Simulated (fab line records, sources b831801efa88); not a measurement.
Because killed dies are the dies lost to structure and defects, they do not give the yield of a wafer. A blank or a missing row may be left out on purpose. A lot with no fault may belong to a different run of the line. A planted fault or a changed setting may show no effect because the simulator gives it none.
Struck lot and sound lot, side by side ; flow sky130 ; 15 steps out of a route of 708
Sound: wafers L686.1, L686.3, L686.5. Wafers L690.1, L690.3, L690.5 were the ones struck. The cause is named last.
At each step with rows: each side's tool, then ch and its chambers, then its first start. Under that, the readings that differ: sound wafers ; struck wafers ; difference of the means ; sigmas: that difference in standard deviations of wafers without a fault.
alike: a reading whose means differ by less than 2 such deviations, as well as words and numbers matching on both sides. not compared: withheld readings; readings where some wafer has no value; bounds like >300 that might hide an equal value; numbers whose values overlap and for which the record gives no deviation.
Wherever a step has rows on one side only, a row that says differs or no value, or a row with sigmas, the two part there. Numbers that have no deviation but don't overlap get no sigmas and don't part them. A reading missing from all wafers of one side parts the sides only when that side holds two or more wafers.

first, 2 steps without rows for these wafers: SKY_METAL3_CLEAN_22 (cleans in O3/DIW); SKY_VIA3_HDPCVD_00 (deposits SiO2, target thk 1635 nm, time 272.5 s).
SKY_VIA3_THK_MEAS_01:
  sound: film-metro-02 at day 42 03:40; struck: film-metro-02 at day 43 07:10
  alike: VIA3_HDPCVD_THK
SKY_VIA3_CMP_02: polishes SiO2.
  sound on cmp-02 ch 1,3, day 42 03:54; struck on cmp-01 ch 0,3, day 43 07:13
  alike: motor-current-A
SKY_VIA3_BOW_MEAS_03:
  sound: film-metro-02 at day 42 04:09; struck: film-metro-02 at day 43 07:31
  alike: VIA3_BOW
then, 7 steps without rows for these wafers: SKY_VIA3_DEHYDRATE_04 (time 60 s); SKY_VIA3_HMDS_05 (prime time 60 s); SKY_VIA3_COAT_06 (resist thk 60 nm); SKY_VIA3_COAT_07 (resist thk 450 nm); SKY_VIA3_SOFTBAKE_08 (time 90 s); SKY_VIA3_EXPOSE_09 (exposes mask VIM3, target cd 200 nm); SKY_VIA3_PEB_10.
SKY_VIA3_DEVELOP_11: develop time 60 s.
  sound on litho-track-03 ch 0, day 43 02:00; struck on litho-track-04 ch 0, day 44 06:00
reading;sound;struck;difference;sigmas
developer-temp-C (C);20.94 20.93 20.80;20.04 20.08 20.26;-0.76;-7
  alike: chill-plate-temp-C, resist-line-temp-C
SKY_VIA3_CD_MEAS_12 targets a cd of 200 nm.
  sound: cd-sem-02 at day 43 03:00; struck: cd-sem-01 at day 44 06:43
  alike: cd-nm
-- the record jumps here: 5 days lie between the struck wafers' starts before and after (it left off in module VIA3 and takes up again in module PAD_OPEN, whose first step shown is number 708 of the route) --
SKY_PAD_OPEN_PROBE_99:
  rows exist in the record for the struck wafers here (prober-01, day 49 14:15), but not for the sound ones

== WHERE THEY PART ==
Earliest at SKY_VIA3_DEVELOP_11; latest, in this record, at SKY_PAD_OPEN_PROBE_99.

WHY: the cause the simulator had injected
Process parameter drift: litho-track-04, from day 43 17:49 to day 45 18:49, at SKY_VIA3_DEVELOP_11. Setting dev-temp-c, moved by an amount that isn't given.
